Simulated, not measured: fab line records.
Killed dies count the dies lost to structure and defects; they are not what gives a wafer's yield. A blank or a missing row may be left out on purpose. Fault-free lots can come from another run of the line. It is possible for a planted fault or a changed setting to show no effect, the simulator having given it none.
fab line records | flow sky130
record lots=5 | wafers=15 | lastDay=50
route steps=708 shown POLY_CUT@318 SD_P@320 RES_XHIGH@332 SD_N@342
lots that met no fault: from a run of the same line without faults
startH: hours from the record's opening day to when the first of the lot's shown wafers began | waitH: time in hours since the lot's previous step | " as in the row above | L1.1+2: one row covering several wafers at once | - no value, or no start was given | * or withheld: withheld | < > ~ a bound
route shown NAME@n: names a module that has steps shown in the file, with the first one's number in the route | usual: mean/standard deviation taken from wafers without a fault | same: alike in all rows | chamber/n: place in a boat | sites: per-site readings | _std_site: standard deviation of those values | _edge_site: the outer-site mean with the inner-site mean subtracted | radiusMm: for every site, how far away it sits from the centre of the wafer | mask NAME#n: copy n | behind: the most recent tool/chamber to have shaped the wafer | hold: the reason the lot was held/the length of the hold in hours/how it ended | device: names the non-switching transistor (n, p or np) | end of line: the route-end tests of the same wafers | step lacking rows: just its recipe | killed: not the wafer's yield, but the dies lost to structure and defects at the first sort | map: dies across one wafer; x = killed, . = not, _ = none there
set.NAME: setting as actually run; set.NAME@STEP: the setting as run at that earlier step | model.NAME: the simulator's own value behind a step, which no gauge read
lots seen at some steps along the route; tables by step, rows by wafer
services: from which hour (startH, from the record's first day; less than 0 if before it) a tool's chamber was out of use, for how many hours, and why
## steps
# step SKY_POLY_CUT_ETCH_11
# recipe target=Si3N4 | chemistry=CF4/CH2F2/Ar | stopOn=poly-Si | sourceW=600 | biasW=150 | pressureMtorr=40 | cf4FlowSccm=40 | ch2f2FlowSccm=20 | Ar_flow_sccm=150 | timeS=42.5 | targetDepthA=600
# usual drypumpMotorCurrentA=5.7/0.56 | oesProductAu=0.831/0.0073 | throttleValvePct=14.994/0.0083
lot.wafer | tool       | chamber | startH | waitH | drypumpMotorCurrentA | oesProductAu | rfHoursCounterH | throttleValvePct
L399.1    | rieDiel-01 | 0       | 592.29 | 0.0   | 5.6                  | 0.828        | 16              | 14.999
L399.4    | "          | 3       | "      | "     | 5.5                  | 0.819        | 68              | 14.994
L399.5    | "          | 2       | "      | "     | 5.8                  | 0.832        | -               | 14.984
L406.1    | rieDiel-04 | 3       | 649.94 | 0.0   | 6.4                  | 0.827        | 11              | 15.004
L406.2    | "          | 2       | "      | "     | 6.3                  | 0.830        | 2               | 14.985
L406.3    | "          | 1       | "      | "     | 5.7                  | 0.835        | 41              | 14.989
L407.1    | rieDiel-03 | 0       | 656.04 | 0.0   | 5.0                  | 0.838        | 18              | 15.006
L407.4    | "          | 1       | "      | "     | 5.5                  | 0.830        | 9               | 14.986
L407.5    | "          | 3       | "      | "     | 6.3                  | 0.832        | -               | 14.998
L414.2    | rieDiel-03 | 3       | 711.54 | 0.0   | 6.2                  | 0.822        | 4               | 14.976
L414.3    | "          | 1       | "      | "     | 5.4                  | 0.812        | 11              | 14.997
L414.4    | "          | 2       | "      | "     | 6.5                  | 0.835        | 10              | 14.982
L419.2    | rieDiel-04 | 2       | 747.24 | 0.0   | 6.3                  | 0.826        | 4               | 14.994
L419.5    | "          | 2       | "      | "     | 6.3                  | 0.827        | -               | 14.998
L419.6    | "          | 0       | "      | "     | 5.2                  | 0.835        | -               | 14.981
# step SKY_POLY_CUT_STRIP_12
# recipe chemistry=O2/N2 | powerW=1400 | pressureMtorr=1500 | platenTempC=withheld | o2FlowSccm=3000 | n2FlowSccm=300 | overashFraction=0.5
# usual drypumpMotorCurrentA=5.7/0.43 | oesProductAu=0.451/0.0047 | stripTimeToEndpointS=5.351/0.019
lot.wafer | tool           | chamber | startH | waitH | drypumpMotorCurrentA | oesProductAu | rfHoursCounterH | stripTimeToEndpointS
L399.1    | plasmaAsher-01 | 0       | 592.33 | 0.0   | 5.9                  | 0.450        | 48              | 5.370
L399.4    | "              | 0       | "      | "     | 5.9                  | 0.454        | -               | 5.369
L399.5    | "              | 0       | "      | "     | 5.9                  | 0.458        | -               | 5.361
L406.1    | plasmaAsher-03 | 0       | 649.98 | 0.0   | 6.1                  | 0.454        | 86              | 5.345
L406.2    | "              | 1       | "      | "     | 5.9                  | 0.450        | 86              | 5.343
L406.3    | "              | 0       | "      | "     | 6.1                  | 0.446        | -               | 5.333
L407.1    | plasmaAsher-01 | 1       | 656.08 | 0.0   | 5.4                  | 0.453        | 55              | 5.374
L407.4    | "              | 0       | "      | "     | 6.0                  | 0.453        | -               | 5.352
L407.5    | "              | 0       | "      | "     | 5.9                  | 0.443        | -               | 5.377
L414.2    | plasmaAsher-03 | 1       | 711.58 | 0.0   | 6.0                  | 0.456        | 92              | 5.391
L414.3    | "              | 1       | "      | "     | 6.0                  | 0.449        | -               | 5.373
L414.4    | "              | 0       | "      | "     | 6.1                  | 0.452        | -               | 5.399
L419.2    | plasmaAsher-04 | 0       | 747.28 | 0.0   | 4.9                  | 0.453        | 0               | 5.344
L419.5    | "              | 1       | "      | "     | 6.1                  | 0.436        | -               | 5.358
L419.6    | "              | 0       | "      | "     | 4.8                  | 0.454        | -               | 5.349
# step SKY_SD_P_DEHYDRATE_00
# recipe tempC=200 | timeS=60
# step SKY_SD_P_HMDS_01
# recipe primeTimeS=60 | primeTempC=120
# step SKY_SD_P_COAT_02
# recipe resist=NOVOLAK | spinRpm=3000 | resistThkNm=1140
# step SKY_SD_P_SOFTBAKE_03
# recipe tempC=90 | timeS=60 | resist=NOVOLAK
# step SKY_SD_P_EXPOSE_04
# recipe maskId=PSDM | na=0.6 | sourceShape=conventional | sigmaOuter=0.6 | polarization=unpolarized | targetCdNm=380 | doseMj=138
# step SKY_SD_P_PEB_05
# recipe tempC=withheld | timeS=* | resist=NOVOLAK
# step SKY_SD_P_DEVELOP_06
# recipe resist=NOVOLAK | developer=TMAH | developTimeS=60 | devTempC=23
# step SKY_SD_P_CD_MEAS_07
# recipe targetCdNm=380
# usual cdNm=379.3/2.4
lot.wafer | tool     | chamber | startH | waitH | cdNm
L399.1    | cdSem-02 | -       | 620.99 | 0.1   | 377.3
L399.4    | "        | -       | "      | "     | 378.1
L399.5    | "        | -       | "      | "     | 379.8
L406.1    | cdSem-02 | -       | 678.19 | 0.1   | 376.3
L406.2    | "        | -       | "      | "     | 375.7
L406.3    | "        | -       | "      | "     | 378.5
L407.1    | cdSem-01 | -       | 683.08 | 0.1   | 380.1
L407.4    | "        | -       | "      | "     | 374.3
L407.5    | "        | -       | "      | "     | 378.2
L414.2    | cdSem-01 | -       | 739.46 | 0.1   | 378.5
L414.3    | "        | -       | "      | "     | 377.7
L414.4    | "        | -       | "      | "     | 378.1
L419.2    | cdSem-01 | -       | 773.57 | 0.1   | 380.3
L419.5    | "        | -       | "      | "     | 378.4
L419.6    | "        | -       | "      | "     | 379.0
# step SKY_SD_P_OVL_MEAS_08
# usual SD_P_OVL=-1.7/1.6
lot.wafer | tool       | chamber | startH | waitH | SD_P_OVL[nm]
L399.1    | overlay-02 | -       | 621.11 | 0.1   | -1.7
L399.4    | "          | -       | "      | "     | -2.0
L399.5    | "          | -       | "      | "     | -2.2
L406.1    | overlay-02 | -       | 678.31 | 0.1   | 1.5
L406.2    | "          | -       | "      | "     | -0.1
L406.3    | "          | -       | "      | "     | -1.4
L407.1    | overlay-02 | -       | 683.20 | 0.1   | -2.7
L407.4    | "          | -       | "      | "     | -1.1
L407.5    | "          | -       | "      | "     | -2.1
L414.2    | overlay-02 | -       | 739.57 | 0.1   | -3.5
L414.3    | "          | -       | "      | "     | -2.8
L414.4    | "          | -       | "      | "     | -3.7
L419.2    | overlay-01 | -       | 773.67 | 0.1   | -0.2
L419.5    | "          | -       | "      | "     | -3.3
L419.6    | "          | -       | "      | "     | -2.3
# step SKY_SD_P_IMPLANT_09
# recipe species=BF2 | energyKev=20 | doseCm2=3e+15 | tiltDeg=0
# step SKY_SD_P_STRIP_10
# recipe chemistry=O2/N2 | powerW=1400 | pressureMtorr=1500 | platenTempC=withheld | o2FlowSccm=3000 | n2FlowSccm=300 | overashFraction=0.5
# usual drypumpMotorCurrentA=5.4/0.42 | oesProductAu=0.618/0.0048 | stripTimeToEndpointS=17.51/0.04
lot.wafer | tool           | chamber | startH | waitH | drypumpMotorCurrentA | oesProductAu | rfHoursCounterH | stripTimeToEndpointS | model.NOVOLAK_of_SD_P_COAT_02.thkNm
L399.1    | plasmaAsher-04 | 0       | 621.30 | 0.1   | 4.8                  | 0.619        | 87              | 17.57                | 0
L399.4    | "              | 1       | "      | "     | 6.1                  | 0.620        | -               | 17.51                | 0
L399.5    | "              | 1       | "      | "     | 6.1                  | 0.616        | -               | 17.55                | 0
L406.1    | plasmaAsher-04 | 0       | 678.50 | 0.1   | 4.8                  | 0.795        | 93              | -                    | 149.2
L406.2    | "              | 1       | "      | "     | 6.1                  | 0.795        | 93              | -                    | 149.1
L406.3    | "              | 0       | "      | "     | 4.9                  | 0.782        | -               | -                    | 149.1
L407.1    | plasmaAsher-01 | 0       | 683.39 | 0.1   | 6.0                  | 0.622        | 58              | 17.53                | 0
L407.4    | "              | 1       | "      | "     | 5.4                  | 0.623        | -               | 17.50                | 0
L407.5    | "              | 1       | "      | "     | 5.4                  | 0.618        | -               | 17.58                | 0
L414.2    | plasmaAsher-01 | 1       | 739.75 | 0.1   | 5.4                  | 0.616        | 64              | 17.55                | 0
L414.3    | "              | 0       | "      | "     | 5.9                  | 0.620        | -               | 17.47                | 0
L414.4    | "              | 1       | "      | "     | 5.4                  | 0.610        | -               | 17.49                | 0
L419.2    | plasmaAsher-01 | 0       | 773.85 | 0.1   | 6.0                  | 0.620        | 67              | 17.44                | 0
L419.5    | "              | 0       | "      | "     | 5.9                  | 0.619        | -               | 17.43                | 0
L419.6    | "              | 1       | "      | "     | 5.4                  | 0.620        | -               | 17.45                | 0
# step SKY_SD_P_TW_MEAS_11
# usual SD_P_TW=2807/22
lot.wafer | tool         | chamber | startH | waitH | SD_P_TW
L399.1    | filmMetro-04 | -       | 621.40 | 0.1   | 2802
L399.4    | "            | -       | "      | "     | 2789
L399.5    | "            | -       | "      | "     | 2795
L406.1    | filmMetro-02 | -       | 678.60 | 0.1   | 2818
L406.2    | "            | -       | "      | "     | 2810
L406.3    | "            | -       | "      | "     | 2821
L407.1    | filmMetro-04 | -       | 683.49 | 0.1   | 2799
L407.4    | "            | -       | "      | "     | 2787
L407.5    | "            | -       | "      | "     | 2788
L414.2    | filmMetro-04 | -       | 739.86 | 0.1   | 2785
L414.3    | "            | -       | "      | "     | 2781
L414.4    | "            | -       | "      | "     | 2780
L419.2    | filmMetro-02 | -       | 773.96 | 0.1   | 2793
L419.5    | "            | -       | "      | "     | 2803
L419.6    | "            | -       | "      | "     | 2805
# step SKY_RES_XHIGH_DEHYDRATE_00
# recipe tempC=200 | timeS=60
# step SKY_RES_XHIGH_HMDS_01
# recipe primeTimeS=60 | primeTempC=120
# step SKY_RES_XHIGH_COAT_02
# recipe resist=NOVOLAK | spinRpm=3000 | resistThkNm=1140
# step SKY_RES_XHIGH_SOFTBAKE_03
# recipe tempC=90 | timeS=60 | resist=NOVOLAK
# step SKY_RES_XHIGH_EXPOSE_04
# recipe maskId=URPM | na=0.6 | sourceShape=conventional | sigmaOuter=0.6 | polarization=unpolarized | targetCdNm=1270 | doseMj=140
# step SKY_RES_XHIGH_PEB_05
# recipe tempC=withheld | timeS=* | resist=NOVOLAK
# step SKY_RES_XHIGH_DEVELOP_06
# recipe resist=NOVOLAK | developer=TMAH | developTimeS=60 | devTempC=23
# step SKY_RES_XHIGH_IMPLANT_07
# recipe species=BF2 | energyKev=20 | doseCm2=3.6e+14 | tiltDeg=0
# step SKY_RES_XHIGH_STRIP_08
# recipe chemistry=O2/N2 | powerW=1400 | pressureMtorr=1500 | platenTempC=withheld | o2FlowSccm=3000 | n2FlowSccm=300 | overashFraction=0.5
# usual drypumpMotorCurrentA=5.6/0.39 | oesProductAu=0.711/0.0043 | stripTimeToEndpointS=14.29/0.033
lot.wafer | tool           | chamber | startH | waitH | drypumpMotorCurrentA | oesProductAu | rfHoursCounterH | stripTimeToEndpointS
L399.1    | plasmaAsher-01 | 0       | 650.23 | 0.1   | 5.9                  | 0.716        | 55              | 14.33
L399.4    | "              | 0       | "      | "     | 6.0                  | 0.703        | -               | 14.33
L399.5    | "              | 0       | "      | "     | 5.9                  | 0.716        | -               | 14.34
L406.1    | plasmaAsher-03 | 1       | 706.34 | 0.1   | 6.0                  | 0.721        | 91              | 16.57
L406.2    | "              | 0       | "      | "     | 6.1                  | 0.717        | 91              | 16.55
L406.3    | "              | 1       | "      | "     | 6.0                  | 0.710        | -               | 16.56
L407.1    | plasmaAsher-01 | 0       | 710.90 | 0.1   | 5.9                  | 0.708        | 61              | 14.32
L407.4    | "              | 1       | "      | "     | 5.4                  | 0.705        | -               | 14.30
L407.5    | "              | 1       | "      | "     | 5.4                  | 0.714        | -               | 14.30
L414.2    | plasmaAsher-03 | 0       | 767.43 | 0.1   | 6.1                  | 0.721        | 97              | 14.32
L414.3    | "              | 1       | "      | "     | 5.9                  | 0.702        | -               | 14.31
L414.4    | "              | 0       | "      | "     | 6.1                  | 0.707        | -               | 14.34
L419.2    | plasmaAsher-01 | 0       | 801.20 | 0.1   | 5.9                  | 0.715        | 70              | 14.24
L419.5    | "              | 0       | "      | "     | 5.9                  | 0.708        | -               | 14.24
L419.6    | "              | 1       | "      | "     | 5.4                  | 0.717        | -               | 14.26
# step SKY_RES_XHIGH_TW_MEAS_09
# usual RES_XHIGH_TW=1637/11
lot.wafer | tool         | chamber | startH | waitH | RES_XHIGH_TW
L399.1    | filmMetro-01 | -       | 650.33 | 0.1   | 1634
L399.4    | "            | -       | "      | "     | 1635
L399.5    | "            | -       | "      | "     | 1625
L406.1    | filmMetro-02 | -       | 706.44 | 0.1   | 30
L406.2    | "            | -       | "      | "     | 30
L406.3    | "            | -       | "      | "     | 30
L407.1    | filmMetro-04 | -       | 711.00 | 0.1   | 1616
L407.4    | "            | -       | "      | "     | 1612
L407.5    | "            | -       | "      | "     | 1615
L414.2    | filmMetro-01 | -       | 767.54 | 0.1   | 1638
L414.3    | "            | -       | "      | "     | 1646
L414.4    | "            | -       | "      | "     | 1641
L419.2    | filmMetro-04 | -       | 801.31 | 0.1   | 1656
L419.5    | "            | -       | "      | "     | 1645
L419.6    | "            | -       | "      | "     | 1644
# step SKY_SD_N_DEHYDRATE_00
# recipe tempC=200 | timeS=60
## services
tool           | chamber | startH | hours | kind
rieDiel-01     | 3       | 580.14 | 2.4   | repair
plasmaAsher-03 | -       | 592.03 | 2.8   | pm
plasmaAsher-03 | -       | 595.31 | 6.1   | repair
rieDiel-01     | -       | 598.41 | 1.7   | repair
rieDiel-03     | 2       | 609.50 | 8.3   | repair
rieDiel-04     | 3       | 633.89 | 11.2  | repair
rieDiel-04     | 1       | 677.41 | 6.4   | repair
rieDiel-01     | 1       | 698.49 | 4.3   | repair
plasmaAsher-03 | -       | 699.71 | 3.8   | repair
rieDiel-04     | 0       | 713.55 | 20.3  | repair
rieDiel-04     | 1       | 715.57 | 38.9  | repair
plasmaAsher-04 | -       | 733.75 | 9.0   | pm
plasmaAsher-04 | 0       | 733.75 | 9.0   | ventCycle
plasmaAsher-04 | 1       | 733.75 | 9.0   | ventCycle
plasmaAsher-04 | 0       | 742.75 | -     | clean
plasmaAsher-04 | 1       | 742.75 | -     | clean
rieDiel-03     | 1       | 742.85 | 10.0  | repair
rieDiel-04     | 0       | 747.55 | 9.2   | repair
rieDiel-04     | 0       | 756.73 | -     | clean
rieDiel-04     | 0       | 756.73 | 28.7  | scheduledDown
rieDiel-04     | 0       | 756.73 | 28.7  | ventCycle
plasmaAsher-04 | -       | 768.70 | 2.8   | pm
rieDiel-04     | 1       | 785.38 | -     | clean
rieDiel-04     | 1       | 785.38 | 20.9  | scheduledDown
## key
firstSign step=SKY_SD_P_STRIP_10 | reading=oesProductAu | direction=up | sigmas=36 | usual=0.618 | struck=0.790
effect step=SKY_RES_XHIGH_STRIP_08 | reading=stripTimeToEndpointS | direction=up | sigmas=69 | usual=* | struck=*
effect step=SKY_RES_XHIGH_TW_MEAS_09 | reading=RES_XHIGH_TW | direction=down | sigmas=99+ | usual=1637 | struck=30
modelEffect step=SKY_SD_P_STRIP_10 | value=NOVOLAK_of_SD_P_COAT_02.thkNm | without=0 | struck=149.2
modelEffect step=SKY_PAD_OPEN_PROBE_99 | value=etest.resXhighPo.open | without=0 | struck=1
metAt SKY_SD_P_STRIP_10
struckWafers L406.1,L406.2,L406.3
sortLeftOut L406.1,L406.2,L406.3
testerLeftOut L406
onsetBetween 621.30 678.50
fault kind=stripAborted | tool=plasmaAsher-04 | chamber=- | onsetH=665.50 | steps=SKY_SD_P_STRIP_10 | offset=0.41948 | endH=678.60
# testerLeftOut: of these lots the tester's yield and bins aren't shown, on N5 and GAA mostly nor the transistor test; their killed dies are dies lost to structure and defects alone, not to doping, threshold or leakage, so they don't give the yield
# sortLeftOut: the simulated sort isn't trusted on such a fault, so these wafers' sort isn't shown, and their yield isn't known
